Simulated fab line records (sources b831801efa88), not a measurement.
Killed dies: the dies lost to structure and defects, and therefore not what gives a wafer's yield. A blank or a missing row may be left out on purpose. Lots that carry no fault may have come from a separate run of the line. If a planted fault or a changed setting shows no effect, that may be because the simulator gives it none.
Problem report in the 8D (eight disciplines) form, filled by code	flow gf180mcu	the parts of the form that need people (team, actions taken, sign-off) are left out

## 1. WHAT IS WRONG
At GF_STI_ETCH_14, oes product au averages 1.242 a.u. over 6 wafers from 3 lots, while fault-free wafers read 1.001 a.u., standard deviation 0.01. That puts it +24 standard deviations away from the usual mean.
The step: etches Si in HBr/Cl2/O2, target depth 360 nm, time 102.9 s.
The first sign was on wafer L899.4 at day 3 18:38, on rie si-01. The record has a number at this step for 34 wafers belonging to 12 lots. By rule, "out" or "out of limits" means more than 4 standard deviations away from the usual mean. The rest of the wafers with a number are treated as sound.

## 2. WHAT THIS IS AND IS NOT
question	is	is not
which readings at this step	oes product au, throttle valve pct	drypump motor current A
which lots	L899, L900, L901	L891, L892, L893, L894, L895, L905, L906, L908, L911
which wafers of those lots	L899.4, L899.6, L900.4, L900.6, L901.4, L901.6	L901.2
read on which tools	rie si-01	rie si-02
when	from day 3 18:38	up to then (15 sound wafers); but 13 sound wafers of L901, L905, L906, L908, L911 came after

## 3. WHAT RULES OUT EACH SUSPECT
Counting: a tool at a process step up to the reading stays a suspect if it ran every lot that is out. Sound lots after the first of them don't rule it out here, since some wafers of a struck lot are sound.
- rie si-01 at GF_STI_ETCH_14 (etches Si in HBr/Cl2/O2, target depth 360 nm, time 102.9 s): kept. Every lot that is out went through it, the first being L899 (day 3 18:38); the last sound lot it ran before that was L895 (day 2 21:26). Its own readings are out on those wafers: oes product au, throttle valve pct.
The count leaves rie si-01 at GF_STI_ETCH_14.

## 4. THE CAUSE (what the simulator had put in)
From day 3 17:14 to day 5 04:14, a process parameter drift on rie si-01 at GF_STI_ETCH_14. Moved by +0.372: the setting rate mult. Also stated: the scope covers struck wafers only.
After counting, this tool was the only one left.

## 5. SEQUENCE OF EFFECTS, ordered by route
Each row: a reading whose mean over the struck wafers that have a number lies more than 3 standard deviations from the usual. Scope: only readings with a usual standard deviation given in the record; hours: median across lots of the time from each lot's start at the first step in this table that gives one to its start at this step; sigmas: change in usual standard deviations.
hours	step	reading	usual	on struck wafers	change	sigmas
0	GF_STI_ETCH_14	oes product au	1.001 a.u.	1.242	+0.241	+24
0	GF_STI_ETCH_14	throttle valve pct	25.656 %	25.499	-0.157	-14
0	GF_STI_STRIP_15	oes product au	0.384 a.u.	0.365	-0.019	-3.9
0	GF_STI_STRIP_15	strip time to endpoint s	3.73 s	3.25	-0.48	-11
It contains these process steps:
- GF_STI_ETCH_14: etches Si in HBr/Cl2/O2, target depth 360 nm, time 102.9 s.
- GF_STI_STRIP_15: strips in O2/N2.
Later measuring or inspecting steps at which every struck wafer that the step has a row for has a number for every such reading, and none has moved that far: GF_STI_THK_MEAS_30, GF_LVPWELL_OVL_MEAS_07.

## 6. WHAT WOULD HAVE CAUGHT IT SOONER
In this record the first reading out of limits was taken at day 3 18:38, 1 hour after the fault began at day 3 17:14.
